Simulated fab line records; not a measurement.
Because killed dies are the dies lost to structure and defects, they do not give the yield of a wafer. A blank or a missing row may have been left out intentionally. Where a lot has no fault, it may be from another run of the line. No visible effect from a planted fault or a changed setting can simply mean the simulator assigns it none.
Check of tool commonality    flow gf180mcu    Lots sampled 12, wafers sampled 36

## THE REASON FOR OPENING IT
Of 12 lots, 2 have the reading MVPSD_TW flagged at GF_MVPSD_TW_MEAS_11. Fault-free wafers read 552.2, with a standard deviation of 2.9.
Rule: flag the lot when none of its wafers has a number, or when each of its wafers that has one lies beyond 4 standard deviations from that mean. The other lots count as sound.

lot   measured      on             MVPSD_TW, wafer by wafer  flag
L155  day 5 01:05   film-metro-02  554.8 556.0 557.1         
L156  day 5 07:14   film-metro-03  548.5 551.4 547.7         
L157  day 5 19:02   film-metro-04  549.4 549.9 548.1         
L158  day 5 19:13   film-metro-03  550.3 548.0 549.3         
L159  day 6 00:25   film-metro-04  552.4 548.6 552.6         
L160  day 6 05:05   film-metro-03  547.6 551.1 550.0         
L161  day 6 12:20   film-metro-04  548.8 549.0 552.8         
L164  day 7 08:06   film-metro-02  559.8 554.1 558.3         
L165  day 7 17:02   film-metro-02  462.4 461.8 462.7         FLAGGED
L167  day 8 02:31   film-metro-03  456.8 456.2 455.2         FLAGGED
L176  day 10 06:14  film-metro-03  550.8 551.5 551.0         
L178  day 10 17:01  film-metro-02  551.2 556.8 552.2         
The mean of the flagged lots' numbers is 459.2, -93.0 from the usual (-32 standard deviations).

## WHICH TOOL EACH LOT WENT THROUGH
The record holds 1 process step before the reading, out of a route of 602 steps. Cell contents, in order: the tool; ch with the chambers the sampled wafers went through; the start.
lot   flag     GF_MVPSD_IMPLANT_08
L155           implanter-01 ch 0, day 5 00:43
L156           implanter-01 ch 0, day 5 06:50
L157           implanter-02 ch 0, day 5 18:40
L158           implanter-01 ch 0, day 5 18:49
L159           implanter-03 ch 0, day 6 00:01
L160           implanter-02 ch 0, day 6 04:43
L161           implanter-02 ch 0, day 6 11:58
L164           implanter-01 ch 0, day 7 07:42
L165  FLAGGED  implanter-02 ch 0, day 7 16:40
L167  FLAGGED  implanter-02 ch 0, day 8 02:07
L176           implanter-01 ch 0, day 10 05:50
L178           implanter-03 ch 0, day 10 16:37
What is done by these steps:
- GF_MVPSD_IMPLANT_08
- GF_MVPSD_TW_MEAS_11

## FLAGGED OVER TOTAL, TOOL BY TOOL (the gauges that took the reading come last)
step                 tool           lots run  flagged  share of the flagged lots  sound lots run after its first flagged lot
GF_MVPSD_IMPLANT_08  implanter-01   5         0        none                       -
GF_MVPSD_IMPLANT_08  implanter-02   5         2        all                        0
GF_MVPSD_IMPLANT_08  implanter-03   2         0        none                       -
GF_MVPSD_TW_MEAS_11  film-metro-02  4         1        some                       1 (L178)
GF_MVPSD_TW_MEAS_11  film-metro-03  5         1        some                       1 (L176)
GF_MVPSD_TW_MEAS_11  film-metro-04  3         0        none                       -

## WHAT IS ALLOWED BY THE TABLE
All flagged lots share 1 row of the table, namely implanter-02 at GF_MVPSD_IMPLANT_08.
- implanter-02 at GF_MVPSD_IMPLANT_08: 2 of its 5 lots flagged. Last sound lot L161 at day 6 11:58, first flagged lot L165 at day 7 16:40; a fault beginning in between fits. Its own readings (dose-ions-cm2, faraday-current-uA) fall more than 4 standard deviations out on all wafers of the flagged lots.
Left over: one tool, implanter-02 at GF_MVPSD_IMPLANT_08.

## WHAT THE SIMULATOR HAD INSERTED
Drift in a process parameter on implanter-02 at GF_MVPSD_IMPLANT_08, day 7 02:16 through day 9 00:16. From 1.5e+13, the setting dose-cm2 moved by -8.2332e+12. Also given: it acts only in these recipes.
Shown lots that were struck: L165, L167. The rule above found the same.
